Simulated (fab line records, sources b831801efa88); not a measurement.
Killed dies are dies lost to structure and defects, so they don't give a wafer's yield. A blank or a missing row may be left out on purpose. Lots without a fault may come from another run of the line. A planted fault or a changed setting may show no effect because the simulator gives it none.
Which tool did it? | flow sky130 | 13 lots, 39 wafers sampled, at 5 steps of a route of 708

WHAT THE GAUGES READ, wafer by wafer
SKY_FIELD_ISO_CD_MEAS_13: target cd 150 nm.
lot  | measured    | on        | cd_nm (nm)
L445 | day 2 02:49 | cd_sem-02 | 148.6 149.1 149.5
L446 | day 2 11:47 | cd_sem-01 | 149.0 147.8 149.2
L450 | day 3 08:17 | cd_sem-01 | 148.3 147.7 147.8
L451 | day 3 11:23 | cd_sem-01 | 149.9 150.1 148.5
L453 | day 3 20:47 | cd_sem-02 | 149.9 148.7 148.9
L455 | day 4 10:01 | cd_sem-01 | 149.5 148.9 148.0
L456 | day 4 14:49 | cd_sem-02 | 153.6 151.3 150.6
L457 | day 4 21:26 | cd_sem-02 | 149.9 147.7 149.3
L461 | day 5 16:32 | cd_sem-02 | 150.2 149.8 149.4
L463 | day 6 03:40 | cd_sem-01 | 150.0 150.2 148.9
L466 | day 6 19:23 | cd_sem-02 | 150.8 152.7 150.0
L467 | day 6 21:40 | cd_sem-01 | 147.9 148.1 147.9
L468 | day 7 02:41 | cd_sem-01 | 152.2 151.0 149.8

SKY_NWELL_THK_MEAS_02.
lot  | measured    | on            | NWELL_OXIDATION_THK (nm)
L445 | day 2 09:17 | film_metro-03 | 10.01 10.04 10.02
L446 | day 2 18:48 | film_metro-03 | 9.96 9.79 9.98
L450 | day 3 15:54 | film_metro-04 | 9.89 9.97 9.80
L451 | day 3 17:50 | film_metro-03 | 10.06 10.07 9.88
L453 | day 4 05:50 | film_metro-04 | 10.04 9.95 9.95
L455 | day 4 16:23 | film_metro-03 | 9.69 9.53 9.71
L456 | day 4 21:02 | film_metro-03 | 10.27 10.23 10.11
L457 | day 5 04:14 | film_metro-01 | 10.25 10.11 10.27
L461 | day 5 23:11 | film_metro-04 | 10.02 10.08 10.05
L463 | day 6 09:44 | film_metro-03 | 10.02 10.06 10.01
L466 | day 7 01:28 | film_metro-03 | 10.13 10.34 10.20
L467 | day 7 05:43 | film_metro-01 | 10.33 10.28 10.22
L468 | day 7 09:02 | film_metro-01 | 10.19 10.16 10.14

SKY_DNWELL_TW_MEAS_09.
lot  | measured    | on            | DNWELL_TW
L445 | day 3 00:13 | film_metro-01 | 1116 1114 1114
L446 | day 3 10:20 | film_metro-04 | 1102 1095 1092
L450 | day 4 07:38 | film_metro-04 | 1095 1095 1093
L451 | day 4 10:09 | film_metro-04 | 1092 1086 1093
L453 | day 4 23:16 | film_metro-01 | 1119 1112 1114
L455 | day 5 09:16 | film_metro-04 | 1086 1091 1089
L456 | day 5 14:46 | film_metro-03 | 1120 1133 1122
L457 | day 5 23:23 | film_metro-04 | 1093 1096 1092
L461 | day 6 18:15 | film_metro-01 | 1106 1104 1109
L463 | day 7 04:39 | film_metro-03 | 1124 1123 1117
L466 | day 7 21:25 | film_metro-01 | 1107 1104 1106
L467 | day 8 02:07 | film_metro-03 | 1121 1124 1126
L468 | day 8 05:46 | film_metro-01 | 1116 1115 1111

SKY_NWELL_RS_MEAS_31: measures by four-point-probe.
lot  | measured     | on            | PWDE_RS (ohm/sq)
L445 | day 5 02:51  | film_metro-04 | 5283 5305 5277
L446 | day 5 13:45  | film_metro-03 | 5262 5301 5283
L450 | day 6 15:50  | film_metro-03 | 5268 5255 5280
L451 | day 6 18:10  | film_metro-03 | 5295 5278 5274
L453 | day 7 08:46  | film_metro-03 | 5457 5450 5458
L455 | day 7 19:02  | film_metro-04 | 5443 5420 5423
L456 | day 8 02:57  | film_metro-03 | 5415 5404 5413
L457 | day 8 09:34  | film_metro-04 | 5249 5248 5244
L461 | day 9 06:59  | film_metro-03 | 5283 5289 5285
L463 | day 9 18:47  | film_metro-01 | 5290 5314 5287
L466 | day 10 14:02 | film_metro-01 | 5299 5282 5263
L467 | day 10 19:14 | film_metro-01 | 5326 5318 5331
L468 | day 10 22:40 | film_metro-03 | 5269 5267 5255

WHICH TOOL RAN EACH LOT (tool, then ch and the chambers of the sampled wafers, then the start)
lot  | SKY_PWDE_IMPLANT_08
L445 | implanter-03 ch 0, day 3 16:17
L446 | implanter-04 ch 0, day 4 01:51
L450 | implanter-03 ch 0, day 5 01:10
L451 | implanter-04 ch 0, day 5 03:32
L453 | implanter-03 ch 0, day 5 16:59
L455 | implanter-03 ch 0, day 6 03:43
L456 | implanter-03 ch 0, day 6 09:52
L457 | implanter-04 ch 0, day 6 17:42
L461 | implanter-04 ch 0, day 7 13:49
L463 | implanter-04 ch 0, day 8 00:08
L466 | implanter-03 ch 0, day 8 17:26
L467 | implanter-02 ch 0, day 8 22:37
L468 | implanter-03 ch 0, day 9 02:18
- SKY_PWDE_IMPLANT_08

WHAT THE TOOLS THEMSELVES READ (means of the sampled wafers that have a number; where no wafer has one, the mark that the record gives instead)
SKY_PWDE_IMPLANT_08.
lot  | tool         | dose_ions_cm2
L445 | implanter-03 | 3.6e+12
L446 | implanter-04 | 3.6e+12
L450 | implanter-03 | 3.6e+12
L451 | implanter-04 | 3.6e+12
L453 | implanter-03 | 3.5e+12
L455 | implanter-03 | 3.5e+12
L456 | implanter-03 | 3.5e+12
L457 | implanter-04 | 3.6e+12
L461 | implanter-04 | 3.6e+12
L463 | implanter-04 | 3.6e+12
L466 | implanter-03 | 3.6e+12
L467 | implanter-02 | 3.6e+12
L468 | implanter-03 | 3.6e+12

THE ANSWER, worked out from the rows above alone
Rule: what is usual is taken from the lots themselves. Put in order of their means at a reading, lots are off if they are a third of the lots or fewer, leave a main group of 4 or more, and stand apart from it by a gap of 3 or more times the standard deviation of the main group's means; of several such gaps the widest counts. A main group whose means are all the same, to the digits that the tables above print for the reading, isn't used. A lot without any number at a reading at which 4 lots or more have one is off too. The other lots that the step has rows for count as sound. The gauges are gone through in route order, then the tools' own readings, and for those a lot's mean is taken as printed above. The first step at which some lot is off is used, and at that step the reading that is off furthest; a lot without a number counts as furthest.
Off: L453, L455, L456, at SKY_NWELL_RS_MEAS_31 (PWDE_RS). The main group: mean 5282 ohm/sq, standard deviation 20.
A tool fits if, at a process step before that reading, it ran every lot that is off, and no sound lot after the first of them. The gauges at SKY_NWELL_RS_MEAS_31 are tried like those tools. None of those tried fits.

WHAT THE SIMULATOR HAD PUT IN
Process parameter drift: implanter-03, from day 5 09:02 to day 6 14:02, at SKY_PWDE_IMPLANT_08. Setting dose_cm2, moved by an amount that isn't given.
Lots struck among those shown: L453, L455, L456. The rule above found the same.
